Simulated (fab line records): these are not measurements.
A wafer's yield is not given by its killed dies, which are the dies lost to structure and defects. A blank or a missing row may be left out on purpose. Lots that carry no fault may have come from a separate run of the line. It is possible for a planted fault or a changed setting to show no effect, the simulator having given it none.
Which tool is to blame? | flow sky130 | 7 lots, 21 wafers sampled, at 2 steps of a route of 708

== WHAT EACH GAUGE READ, for each wafer ==
SKY_VT_ADJUST_NCORE_CD_MEAS_07: target cd 380 nm.
lot  | measured     | on        | cd-nm (nm)
L904 | day 9 02:27  | cd-sem-02 | 379.4 380.3 379.8
L907 | day 9 20:02  | cd-sem-01 | 379.8 380.1 378.8
L909 | day 10 12:19 | cd-sem-01 | 378.8 379.0 377.5
L913 | day 11 12:01 | cd-sem-01 | 382.3 381.5 380.6
L916 | day 12 09:31 | cd-sem-02 | 381.5 380.2 381.0
L920 | day 13 11:38 | cd-sem-02 | 390.5 389.4 393.2
L926 | day 15 10:50 | cd-sem-01 | 382.0 386.4 382.5

== EACH LOT AND THE TOOL THAT RAN IT (in order: tool; ch and the chambers of the sampled wafers; start) ==
lot  | SKY_VT_ADJUST_NCORE_COAT_02
L904 | litho-track-04 ch 0, day 8 15:59
L907 | litho-track-03 ch 0, day 9 09:02
L909 | litho-track-02 ch 0, day 10 00:52
L913 | litho-track-04 ch 0, day 11 00:32
L916 | litho-track-04 ch 0, day 11 22:13
L920 | litho-track-02 ch 0, day 12 22:49
L926 | litho-track-03 ch 0, day 14 20:53
- SKY_VT_ADJUST_NCORE_COAT_02: resist thk 1140 nm.

== THE ANSWER, worked out from the rows above alone ==
Rule: the usual values come from the lots themselves. The widest of any qualifying gaps counts: lots, ordered by their means at a reading, are off when they make up no more than a third of the lots, leave a main group of 4 or more, and stand apart from it by 3 or more times the standard deviation of that group's means. Not used: any main group whose means are identical at the precision the tables above print for the reading. A lot without any number at a reading at which 4 lots or more have one is off too. Where the step has rows for the other lots, those lots are counted as sound.
Off, at SKY_VT_ADJUST_NCORE_CD_MEAS_07 on cd-nm: L920. Main group: mean 380.6 nm, sd 1.7.
If a tool, at a process step before that reading, ran all the lots that are off and no sound lot after the first of them, it fits. Those tools and the gauges at SKY_VT_ADJUST_NCORE_CD_MEAS_07 are tried in the same way. Can't be told from this: 2 tools fit, litho-track-02 at SKY_VT_ADJUST_NCORE_COAT_02, cd-sem-02 at SKY_VT_ADJUST_NCORE_CD_MEAS_07.

== WHAT THE SIMULATOR HAD PUT IN ==
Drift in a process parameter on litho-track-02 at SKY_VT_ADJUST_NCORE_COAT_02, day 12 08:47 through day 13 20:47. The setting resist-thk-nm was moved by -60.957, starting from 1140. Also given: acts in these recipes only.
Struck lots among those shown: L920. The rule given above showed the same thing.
